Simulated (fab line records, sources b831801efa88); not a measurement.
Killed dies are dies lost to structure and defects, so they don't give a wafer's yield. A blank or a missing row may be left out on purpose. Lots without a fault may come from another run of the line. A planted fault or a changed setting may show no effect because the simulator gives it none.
A struck lot beside a sound one | flow sky130 | 43 steps out of a route of 708
Sound: wafers L750.1, L750.5, L750.6. Struck: wafers L764.1, L764.2, L764.3. The cause comes at the end.
At each step with rows: each side's tool, then ch and its chambers, then its first start. Under that, the readings that differ: sound wafers | struck wafers | difference of the means | sigmas: that difference in standard deviations of wafers without a fault.
alike: readings whose means differ by less than 2 such deviations, and words and numbers that are the same on both sides. not compared: withheld readings, readings that some wafer has no value for, bounds like >300 that may hide the same value, and numbers for which the record gives no deviation and whose values overlap.
The two part at a step that has a row with sigmas, a row that says differs or no value, or rows on one side only. Numbers that don't overlap but have no deviation are shown without sigmas and don't part them. A reading that every wafer of one side lacks parts them only if that side has two wafers or more.

first, 7 steps without rows for these wafers: SKY_CONTACT_HMDS_07 (prime time 60 s); SKY_CONTACT_COAT_08 (resist thk 60 nm); SKY_CONTACT_COAT_09 (resist thk 450 nm); SKY_CONTACT_SOFTBAKE_10 (time 90 s); SKY_CONTACT_EXPOSE_11 (exposes mask CTM1, target cd 170 nm); SKY_CONTACT_PEB_12; SKY_CONTACT_DEVELOP_13 (develop time 60 s).
SKY_CONTACT_CD_MEAS_14: target cd 170 nm.
  sound on cd_sem-01, day 33 01:37; struck on cd_sem-01, day 37 10:42
  reading    | sound             | struck            | difference | sigmas
  cd_nm (nm) | 170.8 172.5 172.2 | 167.1 167.5 166.5 | -4.8       | -3
SKY_CONTACT_OVL_MEAS_15:
  sound on overlay-02, day 33 01:44; struck on overlay-02, day 37 10:49
  alike: CONTACT_OVL
then, 2 steps without rows for these wafers: SKY_CONTACT_ETCH_16 (etches BARC in N2/H2, stops on SiO2, time 45.9 s, target depth 60 nm); SKY_CONTACT_ETCH_17 (etches SiO2 in C4F8/O2/Ar, stops on Si3N4, target depth 340 nm).
SKY_CONTACT_ETCH_18: etches Si3N4 in CHF3/O2, stops on TiN, time 39 s, target depth 75 nm.
  sound on rie_diel-04 ch 1,2; struck on rie_diel-03 ch 0,1,3
  alike: O2_flow_sccm, drypump_motor_current_A, oes_product_au, throttle_valve_pct
  not compared: rf_hours_counter_h
SKY_CONTACT_STRIP_19: strips in O2/N2.
  sound on plasma_asher-02 ch 0,1, day 33 01:55; struck on plasma_asher-02 ch 0,1, day 37 10:59
  alike: drypump_motor_current_A, oes_product_au, strip_time_to_endpoint_s
  not compared: rf_hours_counter_h
then, 4 steps without rows for these wafers: SKY_CONTACT_STRIP_20 (strips in post etch residue remover, time 1200 s); SKY_CONTACT_CLEAN_21 (cleans in IPA, time 180 s); SKY_CONTACT_CLEAN_22 (cleans in O3/DIW); SKY_CONTACT_SPUTTER_23 (material TiN, target thk 20 nm, time 80 s).
SKY_CONTACT_CVD_24: deposits W, target thk 340 nm, time 102.12 s.
  sound on cvd_w-01 ch 0,1, day 33 02:34; struck on cvd_w-01 ch 0,1, day 37 11:42
  alike: heater_power_w
SKY_CONTACT_RS_MEAS_25: measures by four-point-probe.
  sound on film_metro-02, day 33 02:40; struck on film_metro-04, day 37 11:49
  alike: CONTACT_W_RS
SKY_CONTACT_THK_MEAS_26: measures by xrf.
  sound on film_metro-02, day 33 02:47; struck on film_metro-04, day 37 11:56
  alike: CONTACT_W_THK
SKY_CONTACT_CMP_27: polishes, stops on SiO2, t overpolish 15 s, target thk 0 nm.
  sound on cmp-01 ch 0,1,3, day 33 02:57; struck on cmp-02 ch 0,2,3, day 37 11:59
  alike: motor_current_A, overpolish_run_s, slurry_filter_dp_kPa, time_to_endpoint_s
then, 5 steps without rows for these wafers: SKY_METAL1_SPUTTER_00 (material Ti, target thk 15 nm, time 10 s); SKY_METAL1_SPUTTER_01 (material TiN, target thk 20 nm, time 16.7 s); SKY_METAL1_SPUTTER_02 (material AlCu, target thk 250 nm, time 13.3 s); SKY_METAL1_SPUTTER_03 (material Ti, target thk 5 nm, time 3.3 s); SKY_METAL1_SPUTTER_04 (material TiN, target thk 70 nm, time 58.3 s).
SKY_METAL1_RS_MEAS_05: measures by four-point-probe.
  sound on film_metro-01, day 33 03:17; struck on film_metro-04, day 37 12:26
  reading                 | sound                | struck               | difference | sigmas
  METAL1_ALCU_RS (ohm/sq) | 0.1283 0.1289 0.1288 | 0.1251 0.1260 0.1270 | -0.0026    | -2
SKY_METAL1_THK_MEAS_06: measures by xrf.
  sound on film_metro-01, day 33 03:25; struck on film_metro-04, day 37 12:33
  reading              | sound             | struck            | difference | sigmas
  METAL1_ALCU_THK (nm) | 242.6 242.5 241.4 | 249.4 249.1 246.7 | +6.2       | +2
then, 8 steps without rows for these wafers: SKY_METAL1_DEHYDRATE_07 (time 60 s); SKY_METAL1_HMDS_08 (prime time 60 s); SKY_METAL1_COAT_09 (resist thk 60 nm); SKY_METAL1_COAT_10 (resist thk 450 nm); SKY_METAL1_SOFTBAKE_11 (time 90 s); SKY_METAL1_EXPOSE_12 (exposes mask MM1, target cd 140 nm); SKY_METAL1_PEB_13; SKY_METAL1_DEVELOP_14 (develop time 60 s).
SKY_METAL1_CD_MEAS_15: target cd 140 nm.
  sound on cd_sem-02, day 34 05:45; struck on cd_sem-02, day 38 13:56
  reading    | sound             | struck            | difference | sigmas
  cd_nm (nm) | 140.5 140.4 141.1 | 138.0 137.2 137.8 | -3.0       | -2
SKY_METAL1_OVL_MEAS_16:
  sound on overlay-02, day 34 05:52; struck on overlay-01, day 38 14:03
  alike: METAL1_OVL
then, 1 step without rows for these wafers: SKY_METAL1_DESCUM_17 (chemistry O2, time 8 s).
SKY_METAL1_ETCH_18: etches BARC in N2/H2, stops on SiO2, time 45.9 s, target depth 60 nm.
  sound on rie_metal-04 ch 0,1, day 34 05:56; struck on rie_metal-03 ch 0,1, day 38 14:07
  alike: drypump_motor_current_A, oes_product_au, throttle_valve_pct
  not compared: rf_hours_counter_h
SKY_METAL1_METAL_ETCH_19: etches the open film in Cl2/BCl3, stops on SiO2, target depth 360 nm, time 78 s.
  sound on rie_metal-04 ch 0,1, day 34 06:00; struck on rie_metal-03 ch 0,1, day 38 14:11
  reading               | sound             | struck            | difference | sigmas
  oes_product_au (a.u.) | 0.843 0.849 0.846 | 0.858 0.862 0.855 | +0.012     | +2
  alike: drypump_motor_current_A, mfc_cl2_sccm, throttle_valve_pct
  not compared: rf_hours_counter_h
then, 1 step without rows for these wafers: SKY_METAL1_STRIP_20 (strips in O2/N2).
-- the record jumps here: 11 days lie between the struck wafers' starts before and after (it left off in module METAL1 and takes up again in module PAD_OPEN, whose first step shown is number 708 of the route) --
SKY_PAD_OPEN_PROBE_99:
  sound on prober-02, day 46 23:08; struck on prober-01, day 50 01:59
  reading            | sound    | struck                                                                     | difference                   | sigmas
  hold               | - - -    | await_dispo/2.4h/release await_dispo/2.4h/release await_dispo/2.4h/release | no value on the sound wafers |
  killed_at_contacts | 30 26 21 | 92 70 80                                                                   | +55                          | +10
  killed_dies        | 88 93 87 | 136 130 132                                                                | +43                          | +4
  alike: killed_at_M0_to_M3, killed_at_M4_up, killed_at_front_end, killed_at_other, killed_on_rim, killed_open, killed_short

WHERE THEY PART
First at SKY_CONTACT_CD_MEAS_14; last, within this record, at SKY_PAD_OPEN_PROBE_99.

WHY: what the simulator had put in
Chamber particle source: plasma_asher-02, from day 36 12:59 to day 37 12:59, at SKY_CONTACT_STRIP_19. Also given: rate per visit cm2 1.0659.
